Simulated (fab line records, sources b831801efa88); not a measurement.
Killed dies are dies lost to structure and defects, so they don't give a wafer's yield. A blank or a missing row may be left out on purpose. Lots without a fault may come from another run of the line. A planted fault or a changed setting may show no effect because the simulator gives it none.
One fault seen from 2 desks | flow sky130 | each desk has only its own numbers; what lay behind them comes last

THE TOOL OWNER'S DESK: hdpcvd-02
The tool's own readings at SKY_VIA4_HDPCVD_00 (deposits SiO2, target thk 1750 nm, time 291.7 s): means of the sampled wafers that have a number, for each lot that ran on this tool. A lot is out of limits, marked OUT, if its mean lies more than 4 standard deviations from the usual mean; the brackets give that distance.
Columns: A = sih4_flow_sccm at SKY_VIA4_HDPCVD_00, usual 60.00 sccm; B = susceptor_temp_C at SKY_VIA4_HDPCVD_00, usual 400.01 C
lot  | first seen here | A                       | B
L560 | day 42 01:28    | 59.87                   | 400.13
L563 | day 43 02:13    | 59.92                   | 399.89
L566 | day 44 00:30    | 59.98                   | 400.20
L568 | day 44 14:12    | 59.91                   | 400.09
L575 | day 46 09:10    | 90.11 (+99 or more) OUT | 399.95
L576 | day 46 21:04    | 90.15 (+99 or more) OUT | 399.83
This desk's finding: out of limits on L575, L576; first on L575, day 46 09:10 (sih4_flow_sccm at SKY_VIA4_HDPCVD_00). In limits: L560, L563, L566, L568.

THE METROLOGY DESK
What the gauges read, lot by lot, whatever tool the lot ran on: means of the sampled wafers that have a number. A lot is out of limits, marked OUT, if its mean lies more than 4 standard deviations from the usual mean; the brackets give that distance.
Columns: A = VIA2_BOW at SKY_VIA2_BOW_MEAS_03, usual 85 um; B = VIA4_HDPCVD_THK at SKY_VIA4_THK_MEAS_01, usual 1744 nm
lot  | first seen here | A  | B
L560 | day 35 12:12    | 83 | 1721
L561 | day 36 03:54    | 85 | 1754
L563 | day 36 15:20    | 94 | 1743
L564 | day 37 01:43    | 82 | 1734
L566 | day 37 16:46    | 91 | 1743
L567 | day 37 21:02    | 84 | 1731
L568 | day 38 08:19    | 77 | 1737
L573 | day 39 22:56    | 94 | 1736
L575 | day 40 10:07    | 96 | 2641 (+53) OUT
L576 | day 41 00:14    | 86 | 2612 (+51) OUT
L580 | day 42 00:19    | 95 | 1734
This desk's finding: out of limits on L575, L576; first on L575, day 46 09:17 (VIA4_HDPCVD_THK at SKY_VIA4_THK_MEAS_01). In limits: L560, L561, L563, L564, L566, L567, L568, L573, L580.

PUT TOGETHER
The tool owner's desk could have raised an alarm at day 46 09:10, on L575, L576.
The metrology desk could have raised an alarm at day 46 09:17, on L575, L576.
Of the lots named, all ran SKY_VIA4_HDPCVD_00 on hdpcvd-02.

WHAT THE SIMULATOR HAD PUT IN
Process parameter drift: hdpcvd-02, from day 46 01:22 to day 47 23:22, at SKY_VIA4_HDPCVD_00. Setting sih4_flow_sccm, moved by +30, from 60. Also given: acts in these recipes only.
Lots struck among those shown: L575, L576.
Hours from the fault's start to each desk's first reading out of limits: the tool owner's desk, 8; the metrology desk, 8.
